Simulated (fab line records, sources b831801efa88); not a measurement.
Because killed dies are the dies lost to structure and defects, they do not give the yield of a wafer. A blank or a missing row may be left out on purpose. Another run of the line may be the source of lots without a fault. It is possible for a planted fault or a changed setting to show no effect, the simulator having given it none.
The tool behind it: which one? -- flow sky130 -- 11 lots with 33 wafers sampled at 3 steps, on a route of 708 steps

WHAT EACH GAUGE READ, for each wafer
SKY_CAPM_THK_MEAS_01.
lot,measured,on,CAPM_CVD_00_THK (nm)
L911,day 38 04:38,film-metro-01,15.33 15.32 15.41
L910,day 38 05:20,film-metro-01,15.18 15.37 15.04
L909,day 38 05:33,film-metro-01,15.29 15.30 15.57
L913,day 38 05:56,film-metro-04,15.44 15.36 15.78
L914,day 38 06:13,film-metro-04,15.22 15.26 15.55
L919,day 40 08:56,film-metro-04,15.57 15.28 15.80
L922,day 40 09:51,film-metro-01,15.41 15.55 15.72
L926,day 41 11:43,film-metro-04,14.94 15.17 15.33
L928,day 42 07:42,film-metro-02,15.09 15.15 15.45
L930,day 42 16:31,film-metro-04,15.21 15.68 15.71
L929,day 42 17:49,film-metro-04,15.57 15.97 15.87

EACH LOT AND THE TOOL THAT RAN IT (in order: tool; ch and the chambers of the sampled wafers; start)
lot,SKY_METAL3_SPUTTER_01,SKY_METAL3_SPUTTER_02
L911,"pvd-sputter-04, day 38 04:28","pvd-sputter-04, day 38 04:29"
L910,"pvd-sputter-02, day 38 05:11","pvd-sputter-02, day 38 05:13"
L909,"pvd-sputter-04, day 38 05:24","pvd-sputter-04, day 38 05:25"
L913,"pvd-sputter-03, day 38 05:46","pvd-sputter-03, day 38 05:47"
L914,"pvd-sputter-04, day 38 06:04","pvd-sputter-04, day 38 06:05"
L919,"pvd-sputter-04, day 40 08:47","pvd-sputter-04, day 40 08:48"
L922,"pvd-sputter-04, day 40 09:41","pvd-sputter-04, day 40 09:42"
L926,"pvd-sputter-02, day 41 11:32","pvd-sputter-02, day 41 11:34"
L928,"pvd-sputter-02, day 42 07:33","pvd-sputter-02, day 42 07:34"
L930,"pvd-sputter-02, day 42 16:21","pvd-sputter-02, day 42 16:22"
L929,"pvd-sputter-03, day 42 17:40","pvd-sputter-03, day 42 17:41"
- SKY_METAL3_SPUTTER_01: material TiN, target thk 20 nm, time 16.7 s.
- SKY_METAL3_SPUTTER_02: material AlCu, target thk 735 nm, time 39.1 s.

THE ANSWER, worked out from the rows above alone
Rule: the lots themselves supply what counts as usual. The widest of any qualifying gaps counts: lots, ordered by their means at a reading, are off when they make up no more than a third of the lots, leave a main group of 4 or more, and stand apart from it by 3 or more times the standard deviation of that group's means. The tables above print the reading to a certain number of digits; a main group whose means all agree to those digits is not used. A lot without any number at a reading at which 4 lots or more have one is off too. Where the step has rows for the other lots, those lots are counted as sound.
No lot is off at any reading shown: from this, nothing can be told.

WHAT HAD BEEN PUT IN BY THE SIMULATOR
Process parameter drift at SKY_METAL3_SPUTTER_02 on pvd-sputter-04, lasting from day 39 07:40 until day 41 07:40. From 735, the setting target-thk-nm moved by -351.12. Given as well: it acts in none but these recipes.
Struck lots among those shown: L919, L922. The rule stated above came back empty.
